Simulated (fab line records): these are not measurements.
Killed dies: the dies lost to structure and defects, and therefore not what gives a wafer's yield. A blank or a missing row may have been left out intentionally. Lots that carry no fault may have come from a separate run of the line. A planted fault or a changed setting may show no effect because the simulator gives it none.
Problem report in the 8D (eight disciplines) form, filled by code || flow sky130 || the parts of the form that need people (team, actions taken, sign-off) are left out

== 1. THE PROBLEM ==
Wafers without a fault read 23.02 C, standard deviation 0.11; developerTempC at SKY_CAP2M_DEVELOP_11 reads a mean of 22.16 C on 6 wafers belonging to 2 lots. Relative to the usual mean, that is a shift of -7.8 standard deviations.
The step: develop time 60 s.
First observed at day 45 02:32: wafer L135.3, on lithoTrack-01. Wafers with a number at this step in the record: 39, from 13 lots. By rule, "out" or "out of limits" means more than 4 standard deviations away from the usual mean. The other wafers with a number count as sound.

== 2. WHAT THIS IS AND IS NOT ==
{"question": "which readings at this step", "is": "developerTempC", "is not": "exhaustPa"}
{"question": "which lots", "is": "L135, L137", "is not": "L121, L123, L124, L125, L127, L131, L132, L138, L141, L142, L143"}
{"question": "which wafers of those lots", "is": "all that have a number", "is not": "-"}
{"question": "read on which tools", "is": "lithoTrack-01", "is not": "lithoTrack-02, lithoTrack-03"}
{"question": "when", "is": "from day 45 02:32", "is not": "up to then (21 sound wafers); but 12 sound wafers of L138, L141, L142, L143 came after"}

== 3. THE SUSPECTS, EACH WITH WHAT RULES IT OUT ==
Counting: any tool at a process step up to the reading is kept as a suspect provided that every lot that is out went through it and no sound lot did after the first of them.
- lithoTrack-01 at SKY_CAP2M_DEVELOP_11 (develop time 60 s): kept. It ran every lot that is out, first L135 (day 45 02:32), and no sound lot after that; its last sound lot up to then is L127 (day 43 15:14). Out on those wafers are its own readings of developerTempC.
The count leaves lithoTrack-01 at SKY_CAP2M_DEVELOP_11.

== 4. THE CAUSE (what the simulator had put in) ==
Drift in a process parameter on lithoTrack-01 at SKY_CAP2M_DEVELOP_11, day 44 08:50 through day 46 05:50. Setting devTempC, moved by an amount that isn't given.
Counting left only this tool.

== 5. THE EFFECT CHAIN, in route order ==
Each row: a reading where the mean over the struck wafers with a number is more than 3 standard deviations away from the usual. Only readings whose record carries a usual standard deviation are examined. hours: median over the lots of the time between each lot's start at the first step of this table that gives one and its start at this step. sigmas: the change, counted in usual standard deviations.
{"hours": 0, "step": "SKY_CAP2M_DEVELOP_11", "reading": "developerTempC", "usual": "23.02 C", "on struck wafers": 22.16, "change": -0.86, "sigmas": -7.8}
The process steps in it:
- SKY_CAP2M_DEVELOP_11: develop time 60 s.

== 6. WHAT WOULD HAVE CAUGHT IT SOONER ==
In this record the first reading out of limits was taken at day 45 02:32, 18 hours after the fault began at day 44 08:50.
